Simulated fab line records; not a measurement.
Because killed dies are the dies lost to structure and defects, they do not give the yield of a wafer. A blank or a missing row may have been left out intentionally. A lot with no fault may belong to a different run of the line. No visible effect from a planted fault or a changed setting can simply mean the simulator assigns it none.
Comparing a struck lot with a sound one    flow sky130    43 steps out of a route of 708
Sound: wafers L382.3, L382.4, L382.5. Struck: wafers L397.1, L397.2, L397.6. At the end, the cause is stated.
For every step that has rows: the tool of each side, followed by ch and its chambers, followed by its first start. Under that, the readings that differ: sound wafers    struck wafers    difference of the means    sigmas: that difference in standard deviations of wafers without a fault.
alike: same words and numbers on both sides, and readings whose means sit less than 2 such deviations apart. not compared: any withheld reading, any reading some wafer has no value for, any bound like >300 that may hide the same value, and any number with overlapping values for which the record gives no deviation.
The two part at a step that has a row with sigmas, a row that says differs or no value, or rows on one side only. Numbers that don't overlap but have no deviation are shown without sigmas and don't part them. A reading missing from all wafers of one side parts the sides only when that side holds two or more wafers.

first, 5 steps without rows for these wafers: SKY_LDD_N_COAT_02 (resist thk 300 nm); SKY_LDD_N_SOFTBAKE_03 (time 60 s); SKY_LDD_N_EXPOSE_04 (exposes mask NTM, target cd 840 nm); SKY_LDD_N_PEB_05; SKY_LDD_N_DEVELOP_06 (develop time 60 s).
SKY_LDD_N_OVL_MEAS_07:
  sound: overlay-01 at day 18 18:35; struck: overlay-02 at day 23 14:34
  alike: LDD_N_OVL
then, 6 steps without rows for these wafers: SKY_LDD_N_IMPLANT_08; SKY_LDD_N_IMPLANT_09; SKY_LDD_N_IMPLANT_10; SKY_LDD_N_IMPLANT_11; SKY_LDD_N_IMPLANT_12; SKY_LDD_N_IMPLANT_13.
SKY_LDD_N_IMPLANT_14:
  sound on implanter-03 ch 0, day 18 19:34; struck on implanter-03 ch 0, day 23 15:29
following that, these wafers have no rows for 1 step: SKY_LDD_N_IMPLANT_15.
SKY_LDD_N_STRIP_16: strips in O2/N2.
  sound on plasma-asher-01 ch 0,1, day 18 19:50; struck on plasma-asher-02 ch 0,1, day 23 15:47
  alike: drypump-motor-current-A, n2-flow-sccm, o2-flow-sccm, oes-product-au, strip-time-to-endpoint-s
  not compared: rf-hours-counter-h
SKY_LDD_N_TW_MEAS_17:
  sound: film-metro-02 at day 18 19:56; struck: film-metro-01 at day 23 15:53
  alike: LDD_N_TW
then, 7 steps without rows for these wafers: SKY_LDD_P_DEHYDRATE_00 (time 60 s); SKY_LDD_P_HMDS_01 (prime time 60 s); SKY_LDD_P_COAT_02 (resist thk 1140 nm); SKY_LDD_P_SOFTBAKE_03 (time 60 s); SKY_LDD_P_EXPOSE_04 (exposes mask PSDM, target cd 380 nm); SKY_LDD_P_PEB_05; SKY_LDD_P_DEVELOP_06 (develop time 60 s).
SKY_LDD_P_CD_MEAS_07: the cd target is 380 nm.
  sound: cd-sem-02 at day 20 03:19; struck: cd-sem-02 at day 24 21:04
  alike: cd-nm
SKY_LDD_P_OVL_MEAS_08:
  sound: overlay-01 at day 20 03:25; struck: overlay-01 at day 24 21:11
  alike: LDD_P_OVL
following that, these wafers have no rows for 1 step: SKY_LDD_P_IMPLANT_09.
SKY_LDD_P_STRIP_10: strips in O2/N2.
  sound on plasma-asher-04 ch 0,1, day 20 03:37; struck on plasma-asher-04 ch 0,1, day 24 21:22
  alike: drypump-motor-current-A, n2-flow-sccm, o2-flow-sccm, oes-product-au, strip-time-to-endpoint-s
  not compared: rf-hours-counter-h
SKY_LDD_P_TW_MEAS_11:
  sound: film-metro-02 at day 20 03:43; struck: film-metro-01 at day 24 21:28
  alike: LDD_P_TW
then, 7 steps without rows for these wafers: SKY_LDD_HVN_DEHYDRATE_00 (time 60 s); SKY_LDD_HVN_HMDS_01 (prime time 60 s); SKY_LDD_HVN_COAT_02 (resist thk 300 nm); SKY_LDD_HVN_SOFTBAKE_03 (time 60 s); SKY_LDD_HVN_EXPOSE_04 (exposes mask HVNTM, target cd 700 nm); SKY_LDD_HVN_PEB_05; SKY_LDD_HVN_DEVELOP_06 (develop time 60 s).
SKY_LDD_HVN_OVL_MEAS_07:
  sound: overlay-02 at day 21 09:59; struck: overlay-02 at day 26 02:22
  alike: LDD_HVN_OVL
following that, these wafers have no rows for 1 step: SKY_LDD_HVN_IMPLANT_08.
SKY_LDD_HVN_STRIP_09: strips in O2/N2.
  sound on plasma-asher-02 ch 0,1, day 21 10:11; struck on plasma-asher-02 ch 0,1, day 26 02:32
  alike: drypump-motor-current-A, n2-flow-sccm, o2-flow-sccm, oes-product-au, strip-time-to-endpoint-s
  not compared: rf-hours-counter-h
SKY_LDD_HVN_TW_MEAS_10:
  sound: film-metro-04 at day 21 10:17; struck: film-metro-04 at day 26 02:38
  alike: LDD_HVN_TW
then, 3 steps without rows for these wafers: SKY_LDD_HVP_DEHYDRATE_00 (time 60 s); SKY_LDD_HVP_HMDS_01 (prime time 60 s); SKY_LDD_HVP_COAT_02 (resist thk 300 nm).
-- here the record skips 23 days between the struck wafers' starts before and after, leaving off in module LDD_HVP and picking up in module PAD_OPEN (first step shown: number 708 of the route) --
SKY_PAD_OPEN_PROBE_99:
  sound: prober-01 at day 46 10:29; struck: prober-02 at day 49 13:23
reading                                            sound                 struck                difference  sigmas
model.etest.diode-nwell-sub.leak-log10-a-cm2       -6.988 -7.186 -7.468  -5.956 -6.306 -6.264  +1.039      
model.etest.diode-dnwell-sub.leak-log10-a-cm2      -7.594 -7.563 -7.637  -6.265 -6.049 -6.168  +1.437      
model.etest.diode-pwell-dnwell.leak-log10-a-cm2    -7.709 -7.535 -7.387  -6.753 -6.736 -6.475  +0.889      
model.etest.diode-ndiff-pwell-hv.leak-log10-a-cm2  -6.543 -6.433 -6.606  -6.113 -6.211 -6.004  +0.418      
model.etest.diode-ndiff-pwell.leak-log10-a-cm2     -7.075 -7.221 -7.048  -6.716 -6.838 -6.84   +0.317      
model.etest.diode-pdiff-nwell-hv.leak-log10-a-cm2  -6.786 -6.629 -6.692  -6.054 -6.143 -6.063  +0.616      
model.etest.diode-pdiff-nwell.leak-log10-a-cm2     -7.197 -7.222 -7.343  -6.704 -6.732 -6.987  +0.446      
model.etest.nfet_16v.off-log10-a-um                -13.9 -13.73 -13.86   -13.51 -13.36 -13.41  +0.40       
  alike: killed_at_M0_to_M3, killed_at_M4_up, killed-at-contacts, killed-at-front-end, killed-at-other, killed-dies, killed-open, killed-short

== WHERE THEY PART ==
Nowhere in this record.

WHY: what had been put in by the simulator
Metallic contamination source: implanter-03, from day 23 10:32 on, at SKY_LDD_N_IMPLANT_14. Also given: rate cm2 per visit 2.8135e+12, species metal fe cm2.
